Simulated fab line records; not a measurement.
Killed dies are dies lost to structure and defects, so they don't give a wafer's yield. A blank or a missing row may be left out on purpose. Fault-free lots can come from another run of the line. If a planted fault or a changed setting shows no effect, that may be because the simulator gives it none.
Matching of chambers	flow gf180mcu	GF_V3_CMP_26 on cmp-02 has 4 sister chambers
The step polishes, stops on SiO2, t overpolish 15 s, target thk 0 nm. 4 wafers are shown with their chamber, then 7 later ones without.

EACH WAFER AND ITS CHAMBER
wafer	chamber	motor-current-A (A)
L413.3	0	10.9
L414.6	1	10.9
L418.6	3	10.3
L425.1	2	12.9

WAFERS MISSING THEIR CHAMBER
wafer	motor-current-A (A)
L425.4	10.5
L425.5	10.0
L427.1	11.2
L427.4	10.5
L429.2	11.1
L429.4	9.9
L429.5	12.3

EACH ONE'S CHAMBER
wafer	from the rows above	in truth
L425.4	can't be placed: 3 or 0 or 1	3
L425.5	can't be placed: 3 or 0 or 1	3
L427.1	can't be placed: 0 or 1 or 3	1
L427.4	can't be placed: 3 or 0 or 1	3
L429.2	can't be placed: 0 or 1 or 3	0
L429.4	can't be placed: 3 or 0 or 1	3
L429.5	2	2
Correctly placed: 1 of 7. Cannot be placed on the basis of these rows: 6; the candidates contain the true chamber in 6. Number placed wrongly: 0.
How it was worked out, from the rows above alone: a wafer's distance from a chamber is the root of the sum, over the readings, of the square of ((its reading less the chamber's mean) divided by the reading's scatter). The wafer belongs to the nearest chamber; if the next one is less than 2 further off, it can't be placed. The mean given for a chamber averages the wafers shown for that chamber. The scatter (one wafer shown for each chamber): square how far every hidden wafer sits from the nearest shown wafer, average those squares and take the square root.
